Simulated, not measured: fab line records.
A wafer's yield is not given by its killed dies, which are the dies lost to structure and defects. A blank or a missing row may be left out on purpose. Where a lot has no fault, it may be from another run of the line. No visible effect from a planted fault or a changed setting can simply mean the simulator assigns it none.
Chamber matching	flow gf180mcu	cmp-02 running GF_STI_CMP_25: 4 sister chambers
The step polishes, stops on Si3N4, t overpolish 33 s, target thk 524.6 nm. 4 wafers are shown with their chamber, then 8 later ones without.

WAFERS WITH THEIR CHAMBER
wafer	chamber	motorCurrentA (A)
L381.4	3	11.7
L389.4	2	12.3
L389.5	1	10.6
L392.1	0	10.8

WAFERS MISSING THEIR CHAMBER
wafer	motorCurrentA (A)
L392.2	11.4
L392.5	12.9
L394.1	12.3
L394.2	11.6
L394.5	11.5
L397.1	11.8
L397.3	12.0
L397.4	11.7

CHAMBER TAKEN BY EACH
wafer	from the rows above	in truth
L392.2	can't be placed: 3 or 0 or 1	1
L392.5	2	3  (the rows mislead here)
L394.1	2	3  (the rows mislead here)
L394.2	3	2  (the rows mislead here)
L394.5	can't be placed: 3 or 0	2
L397.1	can't be placed: 3 or 2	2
L397.3	can't be placed: 2 or 3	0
L397.4	3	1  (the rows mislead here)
Placed correctly: 0 of 8. Cannot be placed on the basis of these rows: 4; the candidates contain the true chamber in 2. Placed wrongly: 4.
How it was worked out, from the rows above alone: a wafer's distance from a chamber is the root of the sum, over the readings, of the square of ((its reading less the chamber's mean) divided by the reading's scatter). If the next closest chamber is less than 2 further off than the closest, the wafer can't be placed; otherwise it belongs to the closest. A chamber's mean is the mean of its shown wafers. The scatter (one wafer shown for each chamber): square how far every hidden wafer sits from the nearest shown wafer, average those squares and take the square root.
